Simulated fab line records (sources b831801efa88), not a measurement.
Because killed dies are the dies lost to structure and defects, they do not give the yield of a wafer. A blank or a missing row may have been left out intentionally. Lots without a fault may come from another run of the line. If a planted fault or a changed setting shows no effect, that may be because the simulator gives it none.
fab line records	flow gf180mcu
record: lots: 24	wafers: 72	last_day: 34
route steps=602 shown V2@405 V3@450 M4@462 V4@478
lots that met no fault: taken from a fault-free run of the same line
start_h: hours from the record's first day to the start of the lot's first wafer shown	wait_h: hours from the lot's prior step to this one	" the same as in the row above	L1.1+2: a single row standing in for several wafers	- value missing, or start not given	* or withheld: withheld	< > ~ a bound
route shown NAME@n: names a module that has steps shown in the file, with the first one's number in the route	usual: mean and standard deviation over wafers with no fault	same: alike in all rows	chamber/n: place in a boat	sites: per-site readings	_std_site: the standard deviation of these	_edge_site: mean of outer sites minus mean of inner sites	radius_mm: for every site, how far away it sits from the centre of the wafer	mask NAME#n: copy n	behind: tool/chamber where the wafer was last shaped	hold: the reason the lot was held/the length of the hold in hours/how it ended	device: the n, p or np transistor that did not switch	end of line: the route-end tests of the same wafers	for a step that has no rows: nothing shown but its recipe	killed: count of dies lost to structure and defects at first sort (not the wafer's yield)	map: a wafer's dies, x killed, . not, _ none there
set.NAME: setting as actually run; set.NAME@STEP: the setting as run at that earlier step	model.NAME: the simulator's own value behind a step, which no gauge read
the route's steps for a sample of lots (tables are steps, rows are wafers)
services: the hour from which a tool's chamber was out of use, counted from the record's first day as start_h (under 0 if before that day), plus the number of hours and why
== steps ==
step: GF_V2_CVD_23
recipe: material: W	target_thk_nm: 350	time_s: 104.94	temp_c: 400	pressure_torr: 40
usual: heater_power_w: 740/56
lot.wafer	tool	chamber	start_h	wait_h	heater_power_w
L074.1	cvd_w-01	0	459.32	0.0	764
L074.5	"	0	"	"	760
L074.6	"	1	"	"	704
L075.1	cvd_w-02	0	469.74	0.0	811
L075.3	"	0	"	"	812
L075.4	"	1	"	"	711
L076.1	cvd_w-02	0	480.10	0.0	812
L076.4	"	0	"	"	804
L076.6	"	1	"	"	722
L077.2	cvd_w-01	1	492.82	0.0	668
L077.4	"	1	"	"	699
L077.6	"	1	"	"	691
L078.1	cvd_w-01	1	502.65	0.0	688
L078.2	"	0	"	"	783
L078.3	"	0	"	"	773
L079.1	cvd_w-02	0	510.06	0.0	819
L079.2	"	1	"	"	681
L079.3	"	0	"	"	820
L080.1	cvd_w-01	0	515.14	0.0	777
L080.2	"	1	"	"	678
L080.6	"	0	"	"	762
L081.1	cvd_w-02	0	525.96	0.0	820
L081.3	"	0	"	"	820
L081.4	"	1	"	"	690
L082.3	cvd_w-02	1	541.77	0.1	705
L082.5	"	1	"	"	690
L082.6	"	0	"	"	812
L083.2	cvd_w-02	1	545.26	0.0	694
L083.4	"	1	"	"	701
L083.6	"	1	"	"	699
L084.1	cvd_w-01	0	554.28	0.0	781
L084.3	"	0	"	"	766
L084.4	"	1	"	"	665
L085.1	cvd_w-02	0	565.63	0.0	832
L085.5	"	1	"	"	701
L085.6	"	0	"	"	818
L086.1	cvd_w-01	0	569.16	0.0	780
L086.5	"	1	"	"	690
L086.6	"	0	"	"	769
L087.1	cvd_w-01	1	582.91	0.0	687
L087.3	"	0	"	"	782
L087.5	"	0	"	"	782
L088.2	cvd_w-01	0	585.32	0.0	789
L088.3	"	1	"	"	675
L088.4	"	0	"	"	774
L089.2	cvd_w-01	0	593.70	0.0	780
L089.3	"	0	"	"	750
L089.4	"	1	"	"	673
L090.1	cvd_w-02	0	601.16	0.0	804
L090.2	"	1	"	"	708
L090.5	"	0	"	"	820
L091.2	cvd_w-01	0	604.81	0.0	771
L091.3	"	1	"	"	684
L091.5	"	1	"	"	675
L092.2	cvd_w-01	1	609.13	0.0	664
L092.4	"	1	"	"	674
L092.5	"	1	"	"	673
L093.1	cvd_w-01	0	619.28	0.0	762
L093.4	"	1	"	"	667
L093.6	"	1	"	"	672
L094.1	cvd_w-01	1	628.74	0.0	679
L094.2	"	0	"	"	809
L094.3	"	0	"	"	777
L095.1	cvd_w-02	1	629.61	0.0	702
L095.3	"	1	"	"	721
L095.5	"	1	"	"	705
L096.4	cvd_w-01	0	638.97	0.1	799
L096.5	"	1	"	"	678
L096.6	"	0	"	"	777
L097.2	cvd_w-02	1	646.26	0.0	714
L097.4	"	1	"	"	697
L097.6	"	0	"	"	821
step: GF_V2_RS_MEAS_24
recipe: thk_meas_gauge: four-point-probe	reads: W_of_V2_CVD_23+TiN_of_V2_SPUTTER_22+Ti_of_V2_SPUTTER_21
usual: V2_W_RS: 0.327/0.0036
lot.wafer	tool	chamber	start_h	wait_h	V2_W_RS[ohm/sq]
L074.1	film_metro-03	-	459.43	0.1	0.323
L074.5	"	-	"	"	0.322
L074.6	"	-	"	"	0.331
L075.1	film_metro-03	-	469.85	0.1	0.326
L075.3	"	-	"	"	0.326
L075.4	"	-	"	"	0.327
L076.1	film_metro-03	-	480.21	0.1	0.336
L076.4	"	-	"	"	0.333
L076.6	"	-	"	"	0.337
L077.2	film_metro-01	-	492.96	0.1	0.324
L077.4	"	-	"	"	0.328
L077.6	"	-	"	"	0.326
L078.1	film_metro-03	-	502.76	0.1	0.325
L078.2	"	-	"	"	0.323
L078.3	"	-	"	"	0.323
L079.1	film_metro-03	-	510.18	0.1	0.329
L079.2	"	-	"	"	0.332
L079.3	"	-	"	"	0.333
L080.1	film_metro-01	-	515.25	0.1	0.321
L080.2	"	-	"	"	0.326
L080.6	"	-	"	"	0.327
L081.1	film_metro-04	-	526.07	0.1	0.322
L081.3	"	-	"	"	0.328
L081.4	"	-	"	"	0.333
L082.3	film_metro-04	-	541.88	0.1	0.328
L082.5	"	-	"	"	0.328
L082.6	"	-	"	"	0.329
L083.2	film_metro-04	-	545.40	0.1	0.332
L083.4	"	-	"	"	0.328
L083.6	"	-	"	"	0.328
L084.1	film_metro-01	-	554.40	0.1	0.326
L084.3	"	-	"	"	0.322
L084.4	"	-	"	"	0.327
L085.1	film_metro-01	-	565.75	0.1	0.322
L085.5	"	-	"	"	0.326
L085.6	"	-	"	"	0.328
L086.1	film_metro-04	-	569.28	0.1	0.322
L086.5	"	-	"	"	0.332
L086.6	"	-	"	"	0.328
L087.1	film_metro-03	-	583.03	0.1	0.329
L087.3	"	-	"	"	0.327
L087.5	"	-	"	"	0.324
L088.2	film_metro-03	-	585.45	0.1	0.321
L088.3	"	-	"	"	0.331
L088.4	"	-	"	"	0.326
L089.2	film_metro-01	-	593.84	0.1	0.323
L089.3	"	-	"	"	0.324
L089.4	"	-	"	"	0.330
L090.1	film_metro-03	-	601.28	0.1	0.324
L090.2	"	-	"	"	0.325
L090.5	"	-	"	"	0.327
L091.2	film_metro-01	-	604.95	0.1	0.329
L091.3	"	-	"	"	0.331
L091.5	"	-	"	"	0.330
L092.2	film_metro-04	-	609.26	0.1	0.330
L092.4	"	-	"	"	0.327
L092.5	"	-	"	"	0.325
L093.1	film_metro-04	-	619.39	0.1	0.322
L093.4	"	-	"	"	0.329
L093.6	"	-	"	"	0.322
L094.1	film_metro-01	-	628.86	0.1	0.328
L094.2	"	-	"	"	0.323
L094.3	"	-	"	"	0.327
L095.1	film_metro-01	-	629.73	0.1	0.327
L095.3	"	-	"	"	0.326
L095.5	"	-	"	"	0.328
L096.4	film_metro-04	-	639.10	0.1	0.326
L096.5	"	-	"	"	0.335
L096.6	"	-	"	"	0.328
L097.2	film_metro-03	-	646.40	0.1	0.324
L097.4	"	-	"	"	0.322
L097.6	"	-	"	"	0.322
step: GF_V3_SPUTTER_21
recipe: material: Ti	target_thk_nm: 15	chamber_pressure_pa: 5	power_w: 2500	substrate_temp_c: 200	time_s: 80.02
usual: throttle_valve_pct: 30.3/1.1
lot.wafer	tool	chamber	start_h	wait_h	throttle_valve_pct
L074.1	pvd_sputter-04	-	509.94	0.0	29.4
L074.5	"	-	"	"	29.4
L074.6	"	-	"	"	29.3
L075.1	pvd_sputter-01	-	519.91	0.0	30.9
L075.3	"	-	"	"	30.9
L075.4	"	-	"	"	31.3
L076.1	pvd_sputter-01	-	530.36	0.0	31.8
L076.4	"	-	"	"	31.0
L076.6	"	-	"	"	30.7
L077.2	pvd_sputter-04	-	541.95	0.0	29.8
L077.4	"	-	"	"	29.3
L077.6	"	-	"	"	29.7
L078.1	pvd_sputter-04	-	551.48	0.0	28.9
L078.2	"	-	"	"	30.5
L078.3	"	-	"	"	29.6
L079.1	pvd_sputter-04	-	559.05	0.0	29.7
L079.2	"	-	"	"	28.9
L079.3	"	-	"	"	29.3
L080.1	pvd_sputter-04	-	564.17	0.0	29.0
L080.2	"	-	"	"	29.2
L080.6	"	-	"	"	29.2
L081.1	pvd_sputter-01	-	573.02	0.0	31.0
L081.3	"	-	"	"	31.9
L081.4	"	-	"	"	31.1
L082.3	pvd_sputter-01	-	588.71	0.0	30.8
L082.5	"	-	"	"	30.7
L082.6	"	-	"	"	30.7
L083.2	pvd_sputter-01	-	591.78	0.0	31.0
L083.4	"	-	"	"	31.0
L083.6	"	-	"	"	30.9
L084.1	pvd_sputter-01	-	600.71	0.0	30.9
L084.3	"	-	"	"	31.1
L084.4	"	-	"	"	30.7
L085.1	pvd_sputter-04	-	611.61	0.0	30.3
L085.5	"	-	"	"	30.4
L085.6	"	-	"	"	29.2
L086.1	pvd_sputter-03	-	614.23	0.0	30.7
L086.5	"	-	"	"	28.8
L086.6	"	-	"	"	28.5
L087.1	pvd_sputter-04	-	628.26	0.0	29.3
L087.3	"	-	"	"	30.5
L087.5	"	-	"	"	28.8
L088.2	pvd_sputter-03	-	629.66	0.0	28.2
L088.3	"	-	"	"	30.9
L088.4	"	-	"	"	28.9
L089.2	pvd_sputter-04	-	638.05	0.0	28.8
L089.3	"	-	"	"	30.1
L089.4	"	-	"	"	29.5
L090.1	pvd_sputter-04	-	645.09	0.0	29.6
L090.2	"	-	"	"	28.8
L090.5	"	-	"	"	28.8
L091.2	pvd_sputter-01	-	647.79	0.0	31.1
L091.3	"	-	"	"	30.9
L091.5	"	-	"	"	30.9
L092.2	pvd_sputter-01	-	652.75	0.0	31.2
L092.4	"	-	"	"	30.9
L092.5	"	-	"	"	32.1
L093.1	pvd_sputter-03	-	661.35	0.0	29.1
L093.4	"	-	"	"	28.5
L093.6	"	-	"	"	28.0
L094.1	pvd_sputter-04	-	669.95	0.0	29.2
L094.2	"	-	"	"	29.8
L094.3	"	-	"	"	30.4
L095.1	pvd_sputter-01	-	671.63	0.0	30.6
L095.3	"	-	"	"	32.1
L095.5	"	-	"	"	30.7
L096.4	pvd_sputter-01	-	680.96	0.0	31.0
L096.5	"	-	"	"	31.2
L096.6	"	-	"	"	30.9
L097.2	pvd_sputter-01	-	687.61	0.0	30.8
L097.4	"	-	"	"	30.9
L097.6	"	-	"	"	31.1
step: GF_M4_THK_MEAS_06
recipe: thk_meas_gauge: xrf	reads: AlCu_of_M4_SPUTTER_02
usual: M4_ALCU_THK: 451/5.3
lot.wafer	tool	chamber	start_h	wait_h	M4_ALCU_THK[nm]
L074.1	film_metro-02	-	510.97	0.1	444
L074.5	"	-	"	"	443
L074.6	"	-	"	"	448
L075.1	film_metro-02	-	520.95	0.1	448
L075.3	"	-	"	"	442
L075.4	"	-	"	"	446
L076.1	film_metro-02	-	531.39	0.1	464
L076.4	"	-	"	"	454
L076.6	"	-	"	"	452
L077.2	film_metro-01	-	542.99	0.1	457
L077.4	"	-	"	"	454
L077.6	"	-	"	"	448
L078.1	film_metro-03	-	552.51	0.1	455
L078.2	"	-	"	"	449
L078.3	"	-	"	"	449
L079.1	film_metro-01	-	560.08	0.1	449
L079.2	"	-	"	"	448
L079.3	"	-	"	"	452
L080.1	film_metro-01	-	565.20	0.1	459
L080.2	"	-	"	"	459
L080.6	"	-	"	"	458
L081.1	film_metro-01	-	574.06	0.1	457
L081.3	"	-	"	"	460
L081.4	"	-	"	"	462
L082.3	film_metro-03	-	589.77	0.1	459
L082.5	"	-	"	"	453
L082.6	"	-	"	"	459
L083.2	film_metro-03	-	592.83	0.1	451
L083.4	"	-	"	"	451
L083.6	"	-	"	"	451
L084.1	film_metro-01	-	601.75	0.1	448
L084.3	"	-	"	"	454
L084.4	"	-	"	"	448
L085.1	film_metro-01	-	612.64	0.1	449
L085.5	"	-	"	"	454
L085.6	"	-	"	"	456
L086.1	film_metro-03	-	615.27	0.1	441
L086.5	"	-	"	"	442
L086.6	"	-	"	"	447
L087.1	film_metro-03	-	629.30	0.1	443
L087.3	"	-	"	"	448
L087.5	"	-	"	"	446
L088.2	film_metro-02	-	630.71	0.1	457
L088.3	"	-	"	"	460
L088.4	"	-	"	"	449
L089.2	film_metro-02	-	639.09	0.1	449
L089.3	"	-	"	"	449
L089.4	"	-	"	"	457
L090.1	film_metro-02	-	646.12	0.1	457
L090.2	"	-	"	"	448
L090.5	"	-	"	"	450
L091.2	film_metro-03	-	648.92	0.1	452
L091.3	"	-	"	"	454
L091.5	"	-	"	"	450
L092.2	film_metro-02	-	653.79	0.1	450
L092.4	"	-	"	"	447
L092.5	"	-	"	"	441
L093.1	film_metro-02	-	662.39	0.1	445
L093.4	"	-	"	"	442
L093.6	"	-	"	"	444
L094.1	film_metro-02	-	670.98	0.1	445
L094.2	"	-	"	"	451
L094.3	"	-	"	"	446
L095.1	film_metro-01	-	672.66	0.1	452
L095.3	"	-	"	"	446
L095.5	"	-	"	"	442
L096.4	film_metro-02	-	682.28	0.1	452
L096.5	"	-	"	"	455
L096.6	"	-	"	"	462
L097.2	film_metro-02	-	688.66	0.1	448
L097.4	"	-	"	"	450
L097.6	"	-	"	"	452
step: GF_V4_CVD_02
recipe: material: SiO2	target_thk_nm: 850	precursor: TEOS	temp_c: 400	time_s: 94.851	rf_w: 600
usual: heater_power_w: 676/110
lot.wafer	tool	chamber	start_h	wait_h	heater_power_w
L074.1	pecvd-02	2	534.35	0.1	507
L074.5	"	2	"	"	544
L074.6	"	0	"	"	700
L075.1	pecvd-02	1	544.47	0.1	858
L075.3	"	0	"	"	840
L075.4	"	2	"	"	582
L076.1	pecvd-03	2	555.09	0.1	541
L076.4	"	1	"	"	628
L076.6	"	0	"	"	439
L077.2	pecvd-01	0	566.32	0.0	625
L077.4	"	2	"	"	610
L077.6	"	0	"	"	670
L078.1	pecvd-02	1	575.22	0.1	754
L078.2	"	2	"	"	524
L078.3	"	0	"	"	904
L079.1	pecvd-02	0	582.28	0.1	901
L079.2	"	1	"	"	774
L079.3	"	2	"	"	516
L080.1	pecvd-01	2	587.02	0.1	757
L080.2	"	0	"	"	658
L080.6	"	1	"	"	644
L081.1	pecvd-01	0	596.53	0.1	702
L081.3	"	1	"	"	603
L081.4	"	1	"	"	645
L082.3	pecvd-02	0	610.97	0.0	782
L082.5	"	2	"	"	534
L082.6	"	0	"	"	832
L083.2	pecvd-01	2	614.12	0.0	738
L083.4	"	1	"	"	496
L083.6	"	2	"	"	781
L084.1	pecvd-02	0	622.57	0.1	868
L084.3	"	2	"	"	556
L084.4	"	1	"	"	765
L085.1	pecvd-02	0	633.36	0.1	831
L085.5	"	2	"	"	449
L085.6	"	1	"	"	796
L086.1	pecvd-02	1	636.58	0.1	781
L086.5	"	0	"	"	897
L086.6	"	1	"	"	830
L087.1	pecvd-02	0	649.08	0.1	789
L087.3	"	1	"	"	712
L087.5	"	0	"	"	816
L088.2	pecvd-02	1	651.99	0.0	849
L088.3	"	0	"	"	875
L088.4	"	0	"	"	707
L089.2	pecvd-01	0	659.60	0.0	660
L089.3	"	2	"	"	675
L089.4	"	2	"	"	742
L090.1	pecvd-03	0	666.66	0.1	561
L090.2	"	1	"	"	543
L090.5	"	1	"	"	586
L091.2	pecvd-01	2	668.89	0.0	767
L091.3	"	1	"	"	658
L091.5	"	0	"	"	634
L092.2	pecvd-01	0	673.96	0.0	624
L092.4	"	2	"	"	684
L092.5	"	1	"	"	669
L093.1	pecvd-01	2	682.49	0.1	769
L093.4	"	2	"	"	779
L093.6	"	1	"	"	630
L094.1	pecvd-01	0	689.79	0.1	700
L094.2	"	2	"	"	772
L094.3	"	0	"	"	735
L095.1	pecvd-01	0	691.68	0.1	730
L095.3	"	0	"	"	589
L095.5	"	2	"	"	745
L096.4	pecvd-02	0	702.22	0.1	876
L096.5	"	1	"	"	681
L096.6	"	2	"	"	449
L097.2	pecvd-01	1	707.23	0.0	530
L097.4	"	0	"	"	690
L097.6	"	2	"	"	696
step: GF_V4_RS_MEAS_24
recipe: thk_meas_gauge: four-point-probe	reads: W_of_V4_CVD_23+TiN_of_V4_SPUTTER_22+Ti_of_V4_SPUTTER_21
usual: V4_W_RS: 0.326/0.0034
lot.wafer	tool	chamber	start_h	wait_h	V4_W_RS[ohm/sq]
L074.1	film_metro-04	-	558.24	0.1	0.325
L074.5	"	-	"	"	0.326
L074.6	"	-	"	"	0.330
L075.1	film_metro-03	-	568.45	0.1	0.320
L075.3	"	-	"	"	0.323
L075.4	"	-	"	"	0.324
L076.1	film_metro-04	-	579.16	0.1	0.325
L076.4	"	-	"	"	0.329
L076.6	"	-	"	"	0.327
L077.2	film_metro-01	-	589.07	0.1	0.321
L077.4	"	-	"	"	0.324
L077.6	"	-	"	"	0.325
L078.1	film_metro-04	-	597.43	0.1	0.324
L078.2	"	-	"	"	0.324
L078.3	"	-	"	"	0.326
L079.1	film_metro-04	-	604.89	0.1	0.330
L079.2	"	-	"	"	0.327
L079.3	"	-	"	"	0.329
L080.1	film_metro-03	-	609.48	0.1	0.327
L080.2	"	-	"	"	0.322
L080.6	"	-	"	"	0.325
L081.1	film_metro-04	-	619.74	0.1	0.329
L081.3	"	-	"	"	0.328
L081.4	"	-	"	"	0.328
L082.3	film_metro-01	-	632.97	0.1	0.331
L082.5	"	-	"	"	0.327
L082.6	"	-	"	"	0.334
L083.2	film_metro-03	-	635.60	0.1	0.327
L083.4	"	-	"	"	0.331
L083.6	"	-	"	"	0.328
L084.1	film_metro-03	-	644.18	0.1	0.318
L084.3	"	-	"	"	0.323
L084.4	"	-	"	"	0.323
L085.1	film_metro-03	-	654.82	0.1	0.330
L085.5	"	-	"	"	0.329
L085.6	"	-	"	"	0.330
L086.1	film_metro-03	-	658.14	0.1	0.328
L086.5	"	-	"	"	0.331
L086.6	"	-	"	"	0.331
L087.1	film_metro-03	-	669.58	0.1	0.325
L087.3	"	-	"	"	0.326
L087.5	"	-	"	"	0.323
L088.2	film_metro-03	-	672.41	0.1	0.329
L088.3	"	-	"	"	0.333
L088.4	"	-	"	"	0.327
L089.2	film_metro-03	-	680.44	0.1	0.325
L089.3	"	-	"	"	0.322
L089.4	"	-	"	"	0.330
L090.1	film_metro-04	-	687.49	0.1	0.324
L090.2	"	-	"	"	0.326
L090.5	"	-	"	"	0.323
L091.2	film_metro-01	-	688.83	0.1	0.322
L091.3	"	-	"	"	0.324
L091.5	"	-	"	"	0.327
L092.2	film_metro-04	-	694.78	0.1	0.326
L092.4	"	-	"	"	0.321
L092.5	"	-	"	"	0.323
L093.1	film_metro-03	-	703.29	0.1	0.321
L093.4	"	-	"	"	0.324
L093.6	"	-	"	"	0.322
L094.1	film_metro-01	-	709.73	0.1	0.325
L094.2	"	-	"	"	0.325
L094.3	"	-	"	"	0.325
L095.1	film_metro-03	-	712.00	0.1	0.332
L095.3	"	-	"	"	0.328
L095.5	"	-	"	"	0.330
L096.4	film_metro-03	-	721.31	0.1	0.327
L096.5	"	-	"	"	0.326
L096.6	"	-	"	"	0.324
L097.2	film_metro-04	-	726.44	0.1	0.325
L097.4	"	-	"	"	0.326
L097.6	"	-	"	"	0.328
== services ==
tool	chamber	start_h	hours	kind
cvd_w-02	-	458.54	6.9	pm
cvd_w-01	-	461.47	1.0	repair
cvd_w-02	-	490.29	1.0	repair
pvd_sputter-03	-	498.31	9.0	repair
pvd_sputter-04	-	525.69	0.6	repair
pvd_sputter-03	-	543.99	0.9	repair
pecvd-02	-	560.51	2.8	pm
pecvd-03	1	561.13	5.8	repair
pecvd-03	-	562.97	6.0	pm
pvd_sputter-04	-	564.66	2.9	repair
pvd_sputter-01	2	581.52	-	consumable_replace:kit
pvd_sputter-01	2	581.52	18.0	scheduled_down
pvd_sputter-01	2	581.52	18.0	vent_cycle
pvd_sputter-03	-	582.79	2.5	repair
pecvd-03	-	591.12	14.0	pm
pvd_sputter-01	-	603.37	4.8	repair
cvd_w-02	-	607.56	6.0	repair
pecvd-02	-	672.06	0.8	repair
pvd_sputter-04	3	683.65	-	consumable_replace:kit
pvd_sputter-04	3	683.65	18.0	scheduled_down
pvd_sputter-04	3	683.65	18.0	vent_cycle
pecvd-01	1	687.11	20.0	repair
pvd_sputter-01	-	690.45	11.8	repair
pvd_sputter-01	-	702.50	5.7	repair
== key ==
fault none
